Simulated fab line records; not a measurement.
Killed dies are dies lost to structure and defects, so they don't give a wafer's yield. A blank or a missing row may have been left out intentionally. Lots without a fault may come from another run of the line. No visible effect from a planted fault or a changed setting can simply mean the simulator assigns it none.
A struck lot beside a sound one ; flow sky130 ; 16 out of 708 route steps
Sound: these wafers, L424.2, L424.3, L424.6. Struck: wafers L438.1, L438.6. The cause is named last.
Per side, at each step with rows, come the tool, then ch with its chambers, and then its first start. Under that, the readings that differ: sound wafers ; struck wafers ; difference of the means ; sigmas: that difference in standard deviations of wafers without a fault.
alike: same words and numbers on both sides, and readings whose means sit less than 2 such deviations apart. not compared: any withheld reading, any reading some wafer has no value for, any bound like >300 that may hide the same value, and any number with overlapping values for which the record gives no deviation.
The two part at a step that has a row with sigmas, a row that says differs or no value, or rows on one side only. Numbers that have no deviation but don't overlap get no sigmas and don't part them. Lack of a reading on every wafer of one side parts them only where that side has two or more wafers.

first, 2 steps without rows for these wafers: SKY_METAL3_PEB_11; SKY_METAL3_DEVELOP_12 (develop time 60 s).
SKY_METAL3_CD_MEAS_13 targets a cd of 300 nm.
  sound on cd sem-02, day 38 02:41; struck on cd sem-02, day 42 14:10
  alike: cd nm
SKY_METAL3_OVL_MEAS_14:
  sound on overlay-02, day 38 02:47; struck on overlay-02, day 42 14:17
  alike: METAL3_OVL
SKY_METAL3_DESCUM_15: chemistry O2, time 8 s.
  sound on rie metal-04 ch 1, day 38 02:49; struck on rie metal-01 ch 1, day 42 14:20
  alike: drypump motor current A, oes product au, rf fwd power W
  not compared: rf hours counter h
SKY_METAL3_ETCH_16: etches BARC in N2/H2, stops on SiO2, time 88.2 s, target depth 60 nm.
  sound on rie metal-04 ch 1, day 38 02:55; struck on rie metal-01 ch 1, day 42 14:22
  alike: drypump motor current A, oes product au, rf fwd power W, throttle valve pct
  not compared: rf hours counter h
SKY_METAL3_ETCH_17: etches SiO2 in C4F8/O2/Ar, stops on TiN, time 3.9 s, target depth 15 nm.
  sound on rie diel-03 ch 0,1,2, day 38 03:04; struck on rie diel-02 ch 1, day 42 14:28
  alike: oes product au, rf fwd power W
  not compared: rf hours counter h
then, 1 step without rows for these wafers: SKY_METAL3_METAL_ETCH_18 (etches the open film in Cl2/BCl3, stops on SiO2, target depth 845 nm, time 183.1 s).
SKY_METAL3_STRIP_19: strips in O2/N2.
  sound on plasma asher-03 ch 0,1, day 38 03:27; struck on plasma asher-01 ch 0,1, day 42 14:40
reading;sound;struck;difference;sigmas
drypump motor current A (A);5.6 5.7 5.6;6.5 6.5;+0.9;+2
  alike: oes product au, strip time to endpoint s
  not compared: rf hours counter h
then, 3 steps without rows for these wafers: SKY_METAL3_STRIP_20 (strips in post etch residue remover, time 1200 s); SKY_METAL3_CLEAN_21 (cleans in IPA, time 180 s); SKY_METAL3_CLEAN_22 (cleans in O3/DIW).
SKY_VIA3_HDPCVD_00: deposits SiO2, target thk 1635 nm, time 272.5 s.
  sound on hdpcvd-02 ch 0,2, day 38 04:02; struck on hdpcvd-02 ch 1,2, day 42 15:15
reading;sound;struck;difference;sigmas
run length s (s);300.2 299.8 299.9;290.6 291.8;-8.8;-16
model.SiO2_of_VIA3_HDPCVD_00.thk nm (nm);1642 1627 1630;1562 1580;-62;
SKY_VIA3_THK_MEAS_01:
  sound on film metro-04, day 38 04:13; struck on film metro-02, day 42 15:25
reading;sound;struck;difference;sigmas
VIA3_HDPCVD_THK (nm);1643 1626 1630;1562 1580;-62;-4
SKY_VIA3_CMP_02: polishes SiO2.
  sound on cmp-02 ch 1,3, day 38 04:16; struck on cmp-01 ch 1,3, day 42 15:38
  alike: motor current A
-- the record jumps here: 6 days lie between the struck wafers' starts before and after (it left off in module VIA3 and takes up again in module PAD_OPEN, whose first step shown is number 708 of the route) --
SKY_PAD_OPEN_PROBE_99:
  sound on prober-01, day 45 07:50; struck on prober-02, day 49 01:35
  alike: defect limited yield, killed_at_M0_to_M3, killed_at_M4_up, killed at contacts, killed at front end, killed at other, killed dies, killed on rim, killed open, killed short, sort_bin_3_pad_short, sort_bin_5_function, sort_bin_6_memory, sort n pass, sort yield pct

## WHERE THEY PART
Earliest at SKY_METAL3_STRIP_19; latest, in this record, at SKY_VIA3_THK_MEAS_01. Later steps at which nothing parts them and some readings are alike: SKY_VIA3_CMP_02, SKY_PAD_OPEN_PROBE_99.

WHY: whatever the simulator had introduced
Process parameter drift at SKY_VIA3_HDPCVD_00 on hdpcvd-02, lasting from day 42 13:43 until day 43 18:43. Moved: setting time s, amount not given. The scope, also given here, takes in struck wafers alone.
